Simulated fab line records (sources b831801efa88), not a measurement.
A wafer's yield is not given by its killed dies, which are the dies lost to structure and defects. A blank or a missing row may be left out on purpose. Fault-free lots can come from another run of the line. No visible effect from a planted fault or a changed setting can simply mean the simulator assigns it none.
Struck lot and sound lot, side by side / flow sky130 / 42 steps out of a route of 708
Sound: these wafers, L613.1, L613.4, L613.6. The struck wafers were L627.2, L627.3, L627.6. The cause is given at the end.
Each step with rows lists, per side, the tool, then ch with its chambers, then its first start. Under that, the readings that differ: sound wafers / struck wafers / difference of the means / sigmas: that difference in standard deviations of wafers without a fault.
alike: same words and numbers on both sides, and readings whose means sit less than 2 such deviations apart. not compared: any withheld reading, any reading some wafer has no value for, any bound like >300 that may hide the same value, and any number with overlapping values for which the record gives no deviation.
The two part at a step that has a row with sigmas, a row that says differs or no value, or rows on one side only. Non-overlapping numbers with no deviation appear without sigmas and do not part them. A reading that every wafer of one side lacks parts them only if that side has two wafers or more.

first, 2 steps without rows for these wafers: SKY_RES_XHIGH_IMPLANT_07; SKY_RES_XHIGH_STRIP_08 (strips in O2/N2).
SKY_RES_XHIGH_TW_MEAS_09:
  sound: film-metro-01 at day 28 02:08; struck: film-metro-03 at day 32 16:52
  alike: RES_XHIGH_TW
then, 7 steps without rows for these wafers: SKY_SD_N_DEHYDRATE_00 (time 60 s); SKY_SD_N_HMDS_01 (prime time 60 s); SKY_SD_N_COAT_02 (resist thk 1140 nm); SKY_SD_N_SOFTBAKE_03 (time 60 s); SKY_SD_N_EXPOSE_04 (exposes mask NSDM, target cd 380 nm); SKY_SD_N_PEB_05; SKY_SD_N_DEVELOP_06 (develop time 60 s).
SKY_SD_N_CD_MEAS_07: the cd target is 380 nm.
  sound: cd-sem-01 at day 29 05:53; struck: cd-sem-02 at day 33 19:10
  alike: cd-nm
SKY_SD_N_OVL_MEAS_08:
  sound: overlay-01 at day 29 06:01; struck: overlay-02 at day 33 19:17
  alike: SD_N_OVL
SKY_SD_N_IMPLANT_09:
  sound on implanter-01 ch 0, day 29 06:03; struck on implanter-01 ch 0, day 33 19:20
following that, these wafers have no rows for 1 step: SKY_SD_N_IMPLANT_10.
SKY_SD_N_STRIP_11: strips in O2/N2.
  sound on plasma-asher-02 ch 0,1, day 29 06:21; struck on plasma-asher-02 ch 0,1, day 33 19:37
  alike: drypump-motor-current-A, oes-product-au, strip-time-to-endpoint-s
  not compared: rf-hours-counter-h
SKY_SD_N_TW_MEAS_12:
  sound: film-metro-03 at day 29 06:27; struck: film-metro-01 at day 33 19:43
  alike: SD_N_TW
then, 1 step without rows for these wafers: SKY_SD_N_CLEAN_13 (cleans in SC1/SC2, time 150 s).
SKY_SD_N_RTA_14: time 2 s.
  sound on rtp-anneal-02 ch 0, day 29 06:34; struck on rtp-anneal-02 ch 0, day 33 19:50
  alike: anneal-temp-c-max, lamp-power-pct, wafer_temp_C_max
SKY_SD_N_RS_MEAS_16: measurement is done with a four-point probe.
  sound: film-metro-02 at day 29 06:44; struck: film-metro-03 at day 33 20:01
  alike: SD_N_RS
SKY_SD_N_RS_MEAS_17: measurement is done with a four-point probe.
  sound: film-metro-02 at day 29 06:51; struck: film-metro-03 at day 33 20:08
  alike: SD_P_RS
SKY_SD_N_RS_MEAS_18: measurement is done with a four-point probe.
  sound: film-metro-02 at day 29 06:58; struck: film-metro-03 at day 33 20:15
  alike: RES_XHIGH_RS
then, 2 steps without rows for these wafers: SKY_SALICIDE_CLEAN_00 (cleans in HF-last, time 30 s); SKY_LI_CONTACT_HDPCVD_00 (deposits PSG, target thk 930 nm, time 155 s).
SKY_LI_CONTACT_THK_MEAS_01:
  sound: film-metro-03 at day 29 07:13; struck: film-metro-03 at day 33 20:29
  alike: LI_CONTACT_HDPCVD_THK
then, 1 step without rows for these wafers: SKY_LI_CONTACT_CMP_02 (polishes PSG).
SKY_LI_CONTACT_BOW_MEAS_03:
  sound: film-metro-02 at day 29 07:34; struck: film-metro-01 at day 33 20:53
  alike: LI_CONTACT_BOW
then, 8 steps without rows for these wafers: SKY_LI_CONTACT_DEHYDRATE_04 (time 60 s); SKY_LI_CONTACT_HMDS_05 (prime time 60 s); SKY_LI_CONTACT_COAT_06 (resist thk 60 nm); SKY_LI_CONTACT_COAT_07 (resist thk 450 nm); SKY_LI_CONTACT_SOFTBAKE_08 (time 90 s); SKY_LI_CONTACT_EXPOSE_09 (exposes mask LICM1, target cd 170 nm); SKY_LI_CONTACT_PEB_10; SKY_LI_CONTACT_DEVELOP_11 (develop time 60 s).
SKY_LI_CONTACT_CD_MEAS_12: the cd target is 170 nm.
  sound: cd-sem-02 at day 30 11:30; struck: cd-sem-02 at day 34 23:52
  alike: cd-nm
SKY_LI_CONTACT_OVL_MEAS_13:
  sound: overlay-01 at day 30 11:37; struck: overlay-01 at day 34 23:59
  alike: LI_CONTACT_OVL
SKY_LI_CONTACT_ETCH_14: etches BARC in N2/H2, stops on SiO2, time 45.9 s, target depth 60 nm.
  sound on rie-diel-04 ch 0,1,2, day 30 11:40; struck on rie-diel-02 ch 2,3, day 35 00:01
  alike: bias-w, drypump-motor-current-A, oes-product-au, throttle-valve-pct
  not compared: rf-hours-counter-h
SKY_LI_CONTACT_ETCH_15: etches PSG in C4F8/O2/Ar, stops on Si, target depth 600 nm.
  sound on rie-diel-04 ch 0,1,2, day 30 11:42; struck on rie-diel-02 ch 2,3, day 35 00:03
  alike: bias-w, oes-product-au
SKY_LI_CONTACT_STRIP_16: strips in O2/N2.
  sound on plasma-asher-03 ch 0,1, day 30 11:47; struck on plasma-asher-01 ch 0,1, day 35 00:08
  alike: drypump-motor-current-A, oes-product-au, strip-time-to-endpoint-s
  not compared: rf-hours-counter-h
then, 2 steps without rows for these wafers: SKY_LI_CONTACT_CLEAN_17 (cleans in NMP, time 600 s); SKY_LI_CONTACT_PRE_CLEAN_18 (time 5.6 s).
-- here the record skips 15 days between the struck wafers' starts before and after, leaving off in module LI_CONTACT and picking up in module PAD_OPEN (first step shown: number 708 of the route) --
SKY_PAD_OPEN_PROBE_99:
  sound: prober-01 at day 46 23:13; struck: prober-01 at day 49 23:41
reading=killed_at_M4_up; sound=10 7; struck=4 4 3; difference=-5; sigmas=-2
reading=killed-at-other; sound=2 1; struck=0 0 0; difference=-2; sigmas=-3
reading=model.etest.nfet_16v.r-on-ohm-um; sound=1.431e+04 1.42e+04; struck=1.466e+04 1.458e+04 1.472e+04; difference=+3.983e+02; sigmas=
reading=model.etest.nfet-g5v0d10v5.r-on-ohm-um; sound=1884 1874; struck=2031 2008 2028; difference=+143; sigmas=
reading=model.etest.nfet_01v8.r-on-ohm-um; sound=860.2 824.2; struck=909.9 878.7 898.9; difference=+53.6; sigmas=
reading=model.etest.sonos-uncharged.r-on-ohm-um; sound=803.9 810.5; struck=842.2 848 840.4; difference=+36.3; sigmas=
reading=model.etest.nfet_05v0_nvt.drive-ua-um; sound=581.5 575.2; struck=556.6 551 551.6; difference=-25.3; sigmas=
reading=model.etest.nfet-g5v0d10v5.drive-ua-um; sound=604 605.6; struck=594.6 593.9 581.3; difference=-14.9; sigmas=
reading=model.etest.nfet_16v.drive-ua-um; sound=222.6 220.2; struck=210.4 210.3 204.9; difference=-12.9; sigmas=
reading=model.etest.res-ndiff.rs-ohm-sq-rim-less-centre; sound=1.619 -1.298; struck=-6.025 -4.637 -3.967; difference=-5.037; sigmas=
  alike: killed_at_M0_to_M3, killed-at-contacts, killed-at-front-end, killed-dies, killed-open, killed-short

WHERE THEY PART
Within this record, at SKY_PAD_OPEN_PROBE_99 only.

WHY: what the simulator had put in
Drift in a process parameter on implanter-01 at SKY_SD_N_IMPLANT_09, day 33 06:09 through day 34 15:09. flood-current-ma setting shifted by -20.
